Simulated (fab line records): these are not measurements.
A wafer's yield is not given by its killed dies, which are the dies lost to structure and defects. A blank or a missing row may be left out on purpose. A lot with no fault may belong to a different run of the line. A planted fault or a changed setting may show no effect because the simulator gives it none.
fab line records    flow gf180mcu
[record] lots = 13  wafers = 39  last-day = 34
route steps=602 shown STI@13 DNWELL@39 VT_IMPLANT@108
lots that met no fault: from a run of the same line without faults
start-h: start of the lot's first displayed wafer, in hours after the record's first day    wait-h: hours from the lot's prior step to this one    " same as the row above    L1.1+2: several wafers, shown together as one row    - no value present, or no start provided    * or withheld: withheld    < > ~ a bound
route shown NAME@n: names a module that has steps shown in the file, with the first one's number in the route    usual: mean/standard deviation of fault-free wafers    same: alike in all rows    chamber/n: place in a boat    sites: the reading at each site    _std_site: standard deviation across them    _edge_site: outer sites' mean less inner sites'    radius-mm: how far each site lies from the wafer's centre    mask NAME#n: copy n    behind: the most recent tool/chamber to have shaped the wafer    hold: cause of the lot's hold/its duration in hours/its outcome    device: names the non-switching transistor (n, p or np)    end of line: the route-end tests of the same wafers    a step with no rows: only its recipe    killed: the dies lost at the first sort to structure and to defects; this is not the yield of the wafer    map: the dies of a wafer, with x for killed, . for not killed, _ for no die there
set.NAME: the setting the step ran with; set.NAME@STEP: the setting that earlier step ran with    model.NAME: the simulator's own value behind a step, which no gauge read
route steps across a sampled set of lots; one table per step, one row per wafer
services: a tool's chamber out of use, with start hour (start-h, from the record's first day; less than 0 if before it), hours out, and reason
[[steps]]
[step GF_STI_CD_MEAS_12]
[recipe] target-cd-nm = 220
[usual] cd-nm = 219.9/1.5
lot.wafer  tool       chamber  start-h  wait-h  cd-nm
L738.2     cd-sem-02  -        27.96    0.1     218.4
L738.3     "          -        "        "       219.0
L738.5     "          -        "        "       218.5
L739.2     cd-sem-02  -        31.14    0.1     218.0
L739.4     "          -        "        "       219.3
L739.5     "          -        "        "       218.9
L740.2     cd-sem-01  -        36.57    0.1     221.4
L740.4     "          -        "        "       221.5
L740.5     "          -        "        "       221.0
L741.1     cd-sem-02  -        41.49    0.1     221.0
L741.4     "          -        "        "       219.8
L741.6     "          -        "        "       220.8
L742.2     cd-sem-02  -        45.57    0.1     219.4
L742.3     "          -        "        "       219.6
L742.6     "          -        "        "       218.4
L744.3     cd-sem-01  -        58.24    0.1     222.0
L744.5     "          -        "        "       221.7
L744.6     "          -        "        "       220.9
L745.1     cd-sem-02  -        61.99    0.1     220.7
L745.3     "          -        "        "       222.3
L745.5     "          -        "        "       221.1
L746.1     cd-sem-02  -        66.49    0.1     222.6
L746.2     "          -        "        "       223.4
L746.6     "          -        "        "       222.3
L750.1     cd-sem-02  -        87.85    0.1     218.8
L750.3     "          -        "        "       218.2
L750.4     "          -        "        "       219.7
L751.2     cd-sem-01  -        92.66    0.1     220.1
L751.5     "          -        "        "       219.8
L751.6     "          -        "        "       219.5
L753.2     cd-sem-02  -        103.41   0.1     221.1
L753.4     "          -        "        "       221.3
L753.6     "          -        "        "       221.5
L757.1     cd-sem-01  -        123.00   0.1     220.7
L757.3     "          -        "        "       221.1
L757.6     "          -        "        "       220.4
L758.2     cd-sem-01  -        132.02   0.1     219.2
L758.5     "          -        "        "       217.2
L758.6     "          -        "        "       217.8
[step GF_STI_CMP_25]
[recipe] stop-on = Si3N4  t-overpolish-s = 33  down-force-psi = 4  platen-rpm = 60  target-thk-nm = 524.6  pad-velocity-m-s = 0.94248
[usual] motor-current-A = 11.6/0.97  overpolish-run-s = 33.001/0.009  time-to-endpoint-s = 119/4
lot.wafer  tool    chamber  start-h  wait-h  motor-current-A  overpolish-run-s  time-to-endpoint-s
L738.3     cmp-01  3        30.41    0.0     11.2             33.007            118
L738.2     "       0        "        "       10.0             33.006            123
L738.5     "       0        "        "       10.3             33.003            119
L739.2     cmp-02  3        33.18    0.0     12.0             32.971            121
L739.4     "       2        "        "       11.4             33.013            121
L739.5     "       0        "        "       11.2             32.996            123
L740.2     cmp-02  3        38.61    0.0     11.7             33.003            124
L740.4     "       1        "        "       12.5             33.000            126
L740.5     "       3        "        "       12.2             33.007            125
L741.1     cmp-01  3        43.55    0.1     11.6             33.000            122
L741.4     "       2        "        "       13.3             33.008            119
L741.6     "       0        "        "       10.8             32.996            128
L742.2     cmp-01  1        47.71    0.1     11.8             32.979            121
L742.3     "       3        "        "       11.4             33.016            124
L742.6     "       1        "        "       11.2             33.010            125
L744.3     cmp-02  1        60.44    0.2     12.2             32.985            125
L744.5     "       2        "        "       11.1             32.989            123
L744.6     "       3        "        "       11.7             33.013            125
L745.1     cmp-01  2        64.97    0.1     14.1             32.991            114
L745.3     "       0        "        "       10.7             33.004            115
L745.5     "       2        "        "       13.3             33.013            113
L746.2     cmp-02  0        69.33    0.1     11.3             32.997            113
L746.1     "       1        "        "       12.6             32.989            117
L746.6     "       3        "        "       12.1             33.003            116
L750.1     cmp-01  0        90.03    0.2     10.9             32.999            117
L750.3     "       1        "        "       10.9             32.991            116
L750.4     "       2        "        "       14.6             33.013            112
L751.2     cmp-02  1        98.53    0.1     12.0             33.001            123
L751.5     "       3        "        "       12.1             32.990            118
L751.6     "       0        "        "       10.8             33.005            119
L753.4     cmp-02  1        106.08   0.0     13.0             33.002            117
L753.2     "       0        "        "       11.0             32.997            120
L753.6     "       1        "        "       13.0             32.999            121
L757.1     cmp-01  2        127.75   0.1     13.5             33.001            112
L757.3     "       3        "        "       10.6             32.995            117
L757.6     "       0        "        "       10.2             33.012            119
L758.2     cmp-01  2        135.97   0.2     14.2             32.990            113
L758.5     "       3        "        "       11.5             33.000            118
L758.6     "       0        "        "       10.6             33.011            120
[step GF_DNWELL_IMPLANT_07]
[recipe] species = P  energy-kev = 1500  dose-cm2 = 1e+13  tilt-deg = 0
[usual] dose-ions-cm2 = 1e+13/8.9e+09  faraday-current-uA = 56.4/1.1  tilt-deg = -0.001/0.021
lot.wafer  tool          chamber  start-h  wait-h  dose-ions-cm2  faraday-current-uA  tilt-deg
L738.2     implanter-04  0        45.03    -       1.0001e+13     55.2                0.003
L738.3     "             0        "        "       9.997e+12      56.2                0.048
L738.5     "             0        "        "       1.0012e+13     56.2                -0.001
L739.2     implanter-01  0        48.58    -       1.0009e+13     56.0                -0.020
L739.4     "             0        "        "       1.0001e+13     57.6                -0.045
L739.5     "             0        "        "       1.0015e+13     57.2                -0.013
L740.2     implanter-03  0        52.82    -       1.0002e+13     56.2                0.008
L740.4     "             0        "        "       9.995e+12      55.8                0.009
L740.5     "             0        "        "       1.0005e+13     56.2                -0.006
L741.1     implanter-01  0        58.91    -       1.0003e+13     56.8                -0.028
L741.4     "             0        "        "       1.0013e+13     56.7                0.004
L741.6     "             0        "        "       1.0005e+13     55.9                -0.039
L742.2     implanter-03  0        62.97    -       9.984e+12      55.5                0.007
L742.3     "             0        "        "       9.991e+12      56.0                0.009
L742.6     "             0        "        "       9.997e+12      57.1                0.003
L744.3     implanter-03  0        75.69    -       9.993e+12      58.8                -0.017
L744.5     "             0        "        "       9.996e+12      56.6                -0.039
L744.6     "             0        "        "       1.0007e+13     56.1                -0.033
L745.1     implanter-03  0        81.24    -       1.0011e+13     57.7                0.003
L745.3     "             0        "        "       1.0014e+13     55.1                -0.006
L745.5     "             0        "        "       1.0012e+13     56.0                -0.019
L746.1     implanter-04  0        85.06    -       9.993e+12      56.6                0.021
L746.2     "             0        "        "       9.984e+12      56.7                -0.012
L746.6     "             0        "        "       9.985e+12      56.2                0.010
L750.1     implanter-04  0        109.74   -       1.0003e+13     54.7                0.022
L750.3     "             0        "        "       9.995e+12      55.4                0.020
L750.4     "             0        "        "       1e+13          54.6                0.009
L751.2     implanter-03  0        116.46   -       3.13e+12       18.2                0.015
L751.5     "             0        "        "       3.12e+12       17.4                0.009
L751.6     "             0        "        "       3.131e+12      18.1                0.041
L753.2     implanter-03  0        124.68   -       3.137e+12      17.6                0.009
L753.4     "             0        "        "       3.13e+12       18.1                0.023
L753.6     "             0        "        "       3.119e+12      17.5                0.028
L757.1     implanter-04  0        147.55   -       9.983e+12      56.1                0.000
L757.3     "             0        "        "       1.0001e+13     58.0                0.016
L757.6     "             0        "        "       1.0003e+13     56.2                0.002
L758.2     implanter-04  0        153.71   -       9.996e+12      56.6                0.050
L758.5     "             0        "        "       9.992e+12      58.2                0.035
L758.6     "             0        "        "       9.981e+12      54.7                0.020
[step GF_DNWELL_TW_MEAS_09]
[usual] DNWELL_TW = 1357/11
lot.wafer  tool           chamber  start-h  wait-h  DNWELL_TW
L738.2     film-metro-02  -        45.27    0.1     1351
L738.3     "              -        "        "       1351
L738.5     "              -        "        "       1350
L739.2     film-metro-04  -        48.82    0.1     1373
L739.4     "              -        "        "       1371
L739.5     "              -        "        "       1362
L740.2     film-metro-04  -        53.06    0.1     1374
L740.4     "              -        "        "       1373
L740.5     "              -        "        "       1363
L741.1     film-metro-04  -        59.16    0.1     1355
L741.4     "              -        "        "       1368
L741.6     "              -        "        "       1360
L742.2     film-metro-04  -        63.21    0.1     1371
L742.3     "              -        "        "       1373
L742.6     "              -        "        "       1358
L744.3     film-metro-04  -        75.91    0.1     1344
L744.5     "              -        "        "       1340
L744.6     "              -        "        "       1348
L745.1     film-metro-01  -        81.49    0.1     1342
L745.3     "              -        "        "       1349
L745.5     "              -        "        "       1343
L746.1     film-metro-02  -        85.31    0.1     1342
L746.2     "              -        "        "       1344
L746.6     "              -        "        "       1335
L750.1     film-metro-04  -        109.99   0.1     1367
L750.3     "              -        "        "       1358
L750.4     "              -        "        "       1358
L751.2     film-metro-01  -        116.70   0.1     921
L751.5     "              -        "        "       924
L751.6     "              -        "        "       928
L753.2     film-metro-02  -        124.92   0.1     939
L753.4     "              -        "        "       935
L753.6     "              -        "        "       936
L757.1     film-metro-02  -        147.80   0.1     1346
L757.3     "              -        "        "       1347
L757.6     "              -        "        "       1342
L758.2     film-metro-04  -        153.95   0.1     1373
L758.5     "              -        "        "       1363
L758.6     "              -        "        "       1367
[step GF_VT_IMPLANT_OVL_MEAS_18]
[usual] VT_IMPLANT_01_OVL = 0.1/1.5
lot.wafer  tool        chamber  start-h  wait-h  VT_IMPLANT_01_OVL[nm]
L738.2     overlay-01  -        128.27   0.1     -1.1
L738.3     "           -        "        "       1.0
L738.5     "           -        "        "       -0.3
L739.2     overlay-02  -        133.22   0.1     1.0
L739.4     "           -        "        "       3.7
L739.5     "           -        "        "       2.4
L740.2     overlay-01  -        138.16   0.1     -0.2
L740.4     "           -        "        "       -1.9
L740.5     "           -        "        "       -1.0
L741.1     overlay-01  -        144.77   0.1     1.9
L741.4     "           -        "        "       3.4
L741.6     "           -        "        "       1.7
L742.2     overlay-01  -        151.30   0.1     -1.6
L742.3     "           -        "        "       0.8
L742.6     "           -        "        "       -0.3
L744.3     overlay-01  -        164.93   0.1     -1.7
L744.5     "           -        "        "       -0.2
L744.6     "           -        "        "       0.9
L745.1     overlay-02  -        171.37   0.1     0.2
L745.3     "           -        "        "       -0.4
L745.5     "           -        "        "       2.1
L746.1     overlay-01  -        176.41   0.1     -1.2
L746.2     "           -        "        "       -0.9
L746.6     "           -        "        "       -1.2
L750.1     overlay-02  -        205.76   0.1     0.0
L750.3     "           -        "        "       0.4
L750.4     "           -        "        "       -1.6
L751.2     overlay-01  -        212.47   0.1     0.1
L751.5     "           -        "        "       -1.5
L751.6     "           -        "        "       -3.8
L753.2     overlay-02  -        224.87   0.1     0.4
L753.4     "           -        "        "       0.7
L753.6     "           -        "        "       1.0
L757.1     overlay-02  -        251.66   0.1     1.3
L757.3     "           -        "        "       0.7
L757.6     "           -        "        "       0.6
L758.2     overlay-01  -        259.31   0.1     -1.6
L758.5     "           -        "        "       -0.2
L758.6     "           -        "        "       0.4
[[services]]
tool          chamber  start-h  hours  kind
implanter-04  -        39.66    3.5    pm
cmp-02        -        55.25    5.0    pm
implanter-01  -        59.62    4.7    repair
cmp-02        -        64.27    4.0    pm
cmp-02        -        68.27    -      consumable-replace:conditioner
cmp-02        -        68.27    -      consumable-replace:pad
cmp-02        -        69.62    0.9    repair
implanter-03  -        81.84    7.1    repair
cmp-01        -        93.51    5.0    pm
implanter-03  -        103.79   3.7    pm
implanter-03  -        108.36   6.7    repair
cmp-01        -        137.91   1.1    repair
implanter-01  -        152.99   4.8    pm
[[key]]
[first-sign] step = GF_DNWELL_IMPLANT_07  reading = dose-ions-cm2  direction = down  sigmas = 99+  usual = 1e+13  struck = 3.128e+12
[effect] step = GF_DNWELL_IMPLANT_07  reading = faraday-current-uA  direction = down  sigmas = 37  usual = 56.4  struck = 17.8
[effect] step = GF_DNWELL_TW_MEAS_09  reading = DNWELL_TW  direction = down  sigmas = 40  usual = 1357  struck = 930
met-at GF_DNWELL_IMPLANT_07
struck-lots L751,L753
tester-left-out L751,L753
not-acting-at GF_STI_CD_MEAS_12,GF_STI_CMP_25,GF_VT_IMPLANT_OVL_MEAS_18
onset-between 81.24 116.46
[fault] kind = process-parameter-drift  tool = implanter-03  chamber = -  onset-h = 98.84  steps = GF_DNWELL_IMPLANT_07  channel = dose-cm2  offset = -6.8703e+12  shape = step  end-h = 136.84  acts-in = these-recipes-only  stated = 1e+13
// tester-left-out: of these lots the tester's yield and bins aren't shown, on N5 and GAA mostly nor the transistor test; their killed dies are dies lost to structure and defects alone, not to doping, threshold or leakage, so they don't give the yield
